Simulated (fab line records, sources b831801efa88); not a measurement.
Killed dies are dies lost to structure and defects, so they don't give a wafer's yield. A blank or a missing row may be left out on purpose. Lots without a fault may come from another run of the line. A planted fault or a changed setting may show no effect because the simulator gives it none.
Which tool did it? | flow sky130 | 14 lots, 42 wafers sampled, at 4 steps of a route of 708

WHAT THE GAUGES READ, wafer by wafer
SKY_VT_ADJUST_LVTN_OVL_MEAS_18. Usual: VT_ADJUST_LVTN_01_OVL -1.0 nm, standard deviation 1.2.
lot  | measured     | on         | VT_ADJUST_LVTN_01_OVL (nm) | flag
L434 | day 7 18:34  | overlay-01 | -0.5 -0.8 -1.6             |
L435 | day 7 21:51  | overlay-02 | -1.9 -1.8 -2.7             |
L436 | day 8 08:58  | overlay-01 | 0.6 1.3 -0.8               |
L437 | day 8 13:27  | overlay-02 | 0.5 -1.6 -0.7              |
L438 | day 8 15:25  | overlay-02 | -0.3 -1.6 -0.1             |
L439 | day 9 06:40  | overlay-02 | 0.8 -2.2 -0.5              |
L440 | day 9 11:07  | overlay-02 | -0.9 -0.6 -0.8             |
L441 | day 9 20:37  | overlay-01 | 0.0 -1.3 -1.9              |
L442 | day 9 23:37  | overlay-02 | 1.0 -1.3 0.3               |
L443 | day 10 07:16 | overlay-01 | -2.3 -2.5 -3.0             |
L444 | day 10 10:01 | overlay-02 | -3.0 -0.6 -0.4             |
L446 | day 11 00:31 | overlay-01 | 1.0 1.0 -0.5               |
L449 | day 12 03:28 | overlay-02 | 0.6 -1.1 0.0               |
L450 | day 12 09:43 | overlay-01 | -2.6 -0.5 0.8              |

SKY_SONOS_ONO_THK_MEAS_05. Usual: SONOS_ONO_CVD_04_THK 5.75 nm, standard deviation 0.12.
lot  | measured     | on            | SONOS_ONO_CVD_04_THK (nm) | flag
L434 | day 11 18:22 | film_metro-02 | 5.69 5.66 5.64            |
L435 | day 11 22:32 | film_metro-02 | 5.55 5.73 5.70            |
L436 | day 12 09:57 | film_metro-02 | 5.79 5.84 5.78            |
L437 | day 12 16:36 | film_metro-02 | 5.92 5.94 5.88            |
L438 | day 12 16:37 | film_metro-04 | 5.78 5.90 5.90            |
L439 | day 13 13:47 | film_metro-02 | 5.64 5.66 5.67            |
L440 | day 13 15:38 | film_metro-02 | 5.59 5.56 5.63            |
L441 | day 14 04:55 | film_metro-03 | 5.61 5.68 5.57            |
L442 | day 14 09:08 | film_metro-03 | 5.83 5.68 5.66            |
L443 | day 14 16:49 | film_metro-02 | 5.77 5.88 6.01            |
L444 | day 14 21:50 | film_metro-03 | 5.91 5.81 5.69            |
L446 | day 15 14:03 | film_metro-03 | 5.48 5.57 5.56            |
L449 | day 16 18:39 | film_metro-02 | 6.36 6.26 6.26            | OFF
L450 | day 17 03:08 | film_metro-03 | 6.30 6.45 6.41            | OFF

WHICH TOOL RAN EACH LOT (tool, then ch and the chambers of the sampled wafers, then the start)
lot  | SKY_VT_ADJUST_LVTN_STRIP_09          | SKY_SONOS_ONO_CVD_04
L434 | plasma_asher-02 ch 0, day 6 22:34    | lpcvd-03 ch 0, day 11 17:05
L435 | plasma_asher-01 ch 0,1, day 7 02:17  | lpcvd-03 ch 0, day 11 21:17
L436 | plasma_asher-03 ch 0,1, day 7 12:47  | lpcvd-03 ch 1, day 12 08:42
L437 | plasma_asher-02 ch 0,1, day 7 17:49  | lpcvd-03 ch 0, day 12 15:21
L438 | plasma_asher-01 ch 0,1, day 7 19:07  | lpcvd-03 ch 0, day 12 15:21
L439 | plasma_asher-03 ch 0,1, day 8 09:23  | lpcvd-03 ch 0, day 13 11:54
L440 | plasma_asher-03 ch 0,1, day 8 13:37  | lpcvd-03 ch 0, day 13 14:23
L441 | plasma_asher-03 ch 0,1, day 8 22:52  | lpcvd-03 ch 1, day 14 03:40
L442 | plasma_asher-02 ch 0,1, day 9 02:01  | lpcvd-03 ch 1, day 14 07:53
L443 | plasma_asher-02 ch 0,1, day 9 09:17  | lpcvd-03 ch 0, day 14 15:34
L444 | plasma_asher-03 ch 0,1, day 9 11:40  | lpcvd-03 ch 0, day 14 20:34
L446 | plasma_asher-03 ch 0,1, day 10 02:21 | lpcvd-03 ch 0, day 15 12:48
L449 | plasma_asher-03 ch 0,1, day 11 03:51 | lpcvd-03 ch 0, day 16 17:24
L450 | plasma_asher-03 ch 0,1, day 11 09:21 | lpcvd-03 ch 1, day 17 01:52
- SKY_VT_ADJUST_LVTN_STRIP_09: strips in O2/N2.
- SKY_SONOS_ONO_CVD_04: deposits SiO2 from SiH4/N2O, target thk 5.7199 nm.

WHAT THE TOOLS THEMSELVES READ (means of the sampled wafers that have a number; where no wafer has one, the mark that the record gives instead)
SKY_VT_ADJUST_LVTN_STRIP_09. Usual: drypump_motor_current_A 5.6 A, standard deviation 0.46; oes_product_au 0.722 a.u., standard deviation 0.0045; strip_time_to_endpoint_s 36.89 s, standard deviation 0.098.
lot  | tool            | drypump_motor_current_A (A) | oes_product_au (a.u.) | strip_time_to_endpoint_s (s) | flag
L434 | plasma_asher-02 | 4.9                         | 0.720                 | 36.87                        |
L435 | plasma_asher-01 | 5.3                         | 0.725                 | 37.00                        |
L436 | plasma_asher-03 | 6.0                         | 0.721                 | 36.75                        |
L437 | plasma_asher-02 | 5.2                         | 0.721                 | 36.99                        |
L438 | plasma_asher-01 | 5.7                         | 0.720                 | 36.92                        |
L439 | plasma_asher-03 | 6.0                         | 0.722                 | 36.92                        |
L440 | plasma_asher-03 | 5.9                         | 0.724                 | 36.94                        |
L441 | plasma_asher-03 | 6.0                         | 0.724                 | 36.86                        |
L442 | plasma_asher-02 | 5.3                         | 0.720                 | 36.81                        |
L443 | plasma_asher-02 | 5.4                         | 0.717                 | 36.84                        |
L444 | plasma_asher-03 | 6.0                         | 0.730                 | 37.04                        |
L446 | plasma_asher-03 | 6.0                         | 0.722                 | 36.87                        |
L449 | plasma_asher-03 | 6.0                         | 0.726                 | 36.87                        |
L450 | plasma_asher-03 | 6.0                         | 0.724                 | 36.81                        |

SKY_SONOS_ONO_CVD_04. Usual: spike_tc_bottom_C 916.4 C, standard deviation 1.1; spike_tc_centre_C 899.0 C, standard deviation 1.8; spike_tc_lower_C 899.8 C, standard deviation 1.4; spike_tc_top_C 914.2 C, standard deviation 1.2; spike_tc_upper_C 899.9 C, standard deviation 1.6; susceptor_temp_C 900.0 C, standard deviation 0.38; zone_power_bottom_pct 27.8 %, standard deviation 1.3.
lot  | tool     | spike_tc_bottom_C (C) | spike_tc_centre_C (C) | spike_tc_lower_C (C) | spike_tc_top_C (C) | spike_tc_upper_C (C) | susceptor_temp_C (C) | zone_power_bottom_pct (%) | flag
L434 | lpcvd-03 | 915.5                 | 897.9                 | 898.3                | 914.0              | 900.7                | 899.9                | 28.9                      |
L435 | lpcvd-03 | 916.6                 | 897.1                 | 900.8                | 914.5              | 900.7                | 899.8                | 28.7                      |
L436 | lpcvd-03 | 918.2                 | 900.4                 | 901.3                | 914.1              | 897.5                | 900.2                | 25.8                      |
L437 | lpcvd-03 | 914.5                 | 898.3                 | 899.0                | 915.0              | 900.8                | 900.5                | 28.8                      |
L438 | lpcvd-03 | 916.2                 | 898.1                 | 898.3                | 914.3              | 899.9                | 900.0                | 28.4                      |
L439 | lpcvd-03 | 915.1                 | 898.3                 | 899.1                | 914.2              | 900.4                | 900.1                | 28.8                      |
L440 | lpcvd-03 | 915.9                 | 898.1                 | 898.7                | 914.7              | 900.4                | 899.8                | 28.4                      |
L441 | lpcvd-03 | 918.0                 | 901.3                 | 901.5                | 913.8              | 898.2                | 899.9                | 25.9                      |
L442 | lpcvd-03 | 916.9                 | 901.6                 | 901.1                | 914.5              | 898.8                | 899.7                | 25.9                      |
L443 | lpcvd-03 | 915.6                 | 898.5                 | 900.0                | 914.3              | 900.6                | 899.9                | 28.8                      |
L444 | lpcvd-03 | 917.2                 | 897.9                 | 899.7                | 914.7              | 900.4                | 899.9                | 28.8                      |
L446 | lpcvd-03 | 916.7                 | 898.2                 | 898.4                | 914.4              | 900.7                | 900.0                | 28.7                      |
L449 | lpcvd-03 | 921.9                 | 904.2                 | 905.8                | 919.7              | 907.4                | 906.4                | 28.9                      | OFF
L450 | lpcvd-03 | 922.5                 | 907.9                 | 907.4                | 918.0              | 904.0                | 906.3                | 26.1                      | OFF

THE ANSWER, worked out from the rows above alone
Rule: a lot is off if the mean of its wafers that have a number lies more than 3 standard deviations from the usual mean. A lot without any number at a reading at which 4 lots or more have one is off too. The other lots that the step has rows for count as sound. The gauges are gone through in route order, then the tools' own readings, and for those a lot's mean is taken as printed above. The first step at which some lot is off is used, and at that step the reading that is off furthest; a lot without a number counts as furthest.
Off: L449, L450, at SKY_SONOS_ONO_THK_MEAS_05 (SONOS_ONO_CVD_04_THK).
A tool fits if, at a process step before that reading, it ran every lot that is off, and no sound lot after the first of them. The gauges at SKY_SONOS_ONO_THK_MEAS_05 aren't tried: what is off there is off at SKY_SONOS_ONO_CVD_04 too, on other tools, and a gauge's error can't cause that. Can't be told from this: 2 tools fit, plasma_asher-03 at SKY_VT_ADJUST_LVTN_STRIP_09, lpcvd-03 at SKY_SONOS_ONO_CVD_04.

WHAT THE SIMULATOR HAD PUT IN
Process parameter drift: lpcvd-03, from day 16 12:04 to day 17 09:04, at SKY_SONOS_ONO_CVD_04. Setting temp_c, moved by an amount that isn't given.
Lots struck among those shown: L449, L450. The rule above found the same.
